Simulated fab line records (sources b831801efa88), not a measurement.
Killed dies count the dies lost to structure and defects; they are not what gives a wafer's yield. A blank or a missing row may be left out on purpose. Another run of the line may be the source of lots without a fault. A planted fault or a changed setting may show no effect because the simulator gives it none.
Which tool was responsible? | flow sfqLine | 42 wafers from 14 lots sampled at 3 of the route's 325 steps

## WHAT THE GAUGES SHOWED, per wafer
SFQ_I3_OVL_MEAS_923.
lot  | measured     | on         | I3_OVL (nm)
L837 | day 37 15:23 | overlay-02 | 8 0 6
L838 | day 38 02:04 | overlay-02 | 2 4 8
L839 | day 38 03:15 | overlay-02 | 4 -2 3
L843 | day 46 10:46 | overlay-02 | 2 0 -4
L846 | day 47 06:48 | overlay-01 | -1 -2 13
L848 | day 52 05:02 | overlay-02 | -6 -2 -9
L849 | day 52 11:01 | overlay-02 | 5 -3 4
L851 | day 52 18:14 | overlay-02 | 1 0 -6
L852 | day 53 01:44 | overlay-02 | 2 -3 -1
L853 | day 53 04:08 | overlay-02 | -2 10 5
L854 | day 53 20:56 | overlay-02 | 15 11 7
L855 | day 54 07:44 | overlay-01 | 3 -1 5
L856 | day 55 00:39 | overlay-02 | -3 -7 -2
L857 | day 55 03:03 | overlay-02 | 1 4 8

## WHAT TOOL EACH LOT RAN ON (gives the tool, then ch and the chambers of the sampled wafers, and finally the start)
lot  | SFQ_TRILAYER_I3_DEP_PECVD_081   | SFQ_TRILAYER_I3_CMP_CMP_082
L837 | pecvd-04 ch 0,2, day 31 01:40   | cmp-01 ch 2,3, day 31 02:15
L838 | pecvd-04 ch 0,1,2, day 32 07:57 | cmp-01 ch 1,2,3, day 32 10:47
L839 | pecvd-04 ch 1,2, day 32 13:55   | cmp-01 ch 0,1,2, day 32 16:17
L843 | pecvd-01 ch 0,1,2, day 44 05:51 | cmp-02 ch 1,2, day 46 03:21
L846 | pecvd-01 ch 1,2, day 44 23:51   | cmp-01 ch 0,3, day 46 13:20
L848 | pecvd-01 ch 0,1,2, day 45 22:41 | cmp-02 ch 1,2,3, day 47 11:21
L849 | pecvd-04 ch 0,1, day 46 03:28   | cmp-01 ch 0,1,2, day 47 15:50
L851 | pecvd-04 ch 0,2, day 46 22:40   | cmp-02 ch 0,1, day 47 22:51
L852 | pecvd-03 ch 0,1,2, day 47 03:27 | cmp-02 ch 0,2,3, day 48 04:21
L853 | pecvd-04 ch 0,1, day 47 10:39   | cmp-01 ch 0,1,3, day 48 06:50
L854 | pecvd-03 ch 0,2, day 47 21:27   | cmp-01 ch 0,2,3, day 48 18:50
L855 | pecvd-04 ch 0,1,2, day 48 17:23 | cmp-01 ch 0,1,2, day 49 06:50
L856 | pecvd-03 ch 0,1,2, day 49 06:24 | cmp-01 ch 0,2,3, day 49 19:20
L857 | pecvd-04 ch 0,2, day 49 09:35   | cmp-02 ch 0,1,3, day 49 19:21
- SFQ_TRILAYER_I3_DEP_PECVD_081: deposits SiO2 from SiH4/N2O, time 111.11 s, target thk 500 nm.
- SFQ_TRILAYER_I3_CMP_CMP_082: polishes SiO2.

## WHAT THE TOOLS THEMSELVES READ (means of the sampled wafers that have a number; where no wafer has one, the mark that the record gives instead)
SFQ_TRILAYER_I3_DEP_PECVD_081.
lot  | tool     | heaterPowerW (W) | rfFwdPowerW (W) | showerheadVppV (V) | throttleValvePct (%)
L837 | pecvd-04 | 66               | 182.5           | 871                | 24.4
L838 | pecvd-04 | 66               | 256.3           | 1009               | 24.2
L839 | pecvd-04 | 94               | 255.1           | 982                | 24.2
L843 | pecvd-01 | 82               | 182.5           | 824                | 25.5
L846 | pecvd-01 | 82               | 182.4           | 811                | 25.5
L848 | pecvd-01 | 84               | 182.1           | 816                | 25.8
L849 | pecvd-04 | 100              | 182.1           | 852                | 23.3
L851 | pecvd-04 | 72               | 181.9           | 859                | 23.1
L852 | pecvd-03 | 67               | 182.8           | 803                | 26.2
L853 | pecvd-04 | 79               | 183.0           | 869                | 23.3
L854 | pecvd-03 | 59               | 182.7           | 823                | 25.6
L855 | pecvd-04 | 96               | 182.5           | 852                | 23.1
L856 | pecvd-03 | 77               | 182.0           | 802                | 26.3
L857 | pecvd-04 | 76               | 181.6           | 874                | 23.2

SFQ_TRILAYER_I3_CMP_CMP_082.
lot  | tool   | edgeZonePressureFrac | motorCurrentA (A) | timeToEndpointS (s)
L837 | cmp-01 | 1.002                | 9.6               | 221
L838 | cmp-01 | 0.995                | 10.3              | 249
L839 | cmp-01 | 1.005                | 10.6              | 248
L843 | cmp-02 | 1.002                | 9.9               | 218
L846 | cmp-01 | 0.996                | 10.3              | 213
L848 | cmp-02 | 1.003                | 9.8               | 220
L849 | cmp-01 | 0.998                | 10.8              | 206
L851 | cmp-02 | 0.999                | 9.0               | 219
L852 | cmp-02 | 0.999                | 10.1              | 211
L853 | cmp-01 | 0.996                | 10.6              | 203
L854 | cmp-01 | 1.003                | 9.7               | 205
L855 | cmp-01 | 0.999                | 10.4              | 201
L856 | cmp-01 | 1.001                | 9.7               | 199
L857 | cmp-02 | 0.999                | 9.1               | 217

## THE ANSWER, worked out from the rows above alone
Rule: usual is defined by the lots themselves. Put in order of their means at a reading, lots are off if they are a third of the lots or fewer, leave a main group of 4 or more, and stand apart from it by a gap of 3 or more times the standard deviation of the main group's means; of several such gaps the widest counts. If all means in a main group match to the digits the tables above print for the reading, that group is not used. Also off: a lot with no number at a reading for which 4 or more lots have one. Any other lot the step has rows for is counted as sound. The gauges are gone through in route order, then the tools' own readings, and for those a lot's mean is taken as printed above. The first step at which some lot is off is used, and at that step the reading that is off furthest; a lot without a number counts as furthest.
Off: L838, L839, at SFQ_TRILAYER_I3_DEP_PECVD_081 (rfFwdPowerW). Mean 182.3 W and standard deviation 0.39 in the main group.
If a tool, at that step or one of the process steps before it, ran each lot that is off and ran no sound lot following the first of them, it fits. No candidate that was tried fits.

## WHAT THE SIMULATOR HAD PUT IN
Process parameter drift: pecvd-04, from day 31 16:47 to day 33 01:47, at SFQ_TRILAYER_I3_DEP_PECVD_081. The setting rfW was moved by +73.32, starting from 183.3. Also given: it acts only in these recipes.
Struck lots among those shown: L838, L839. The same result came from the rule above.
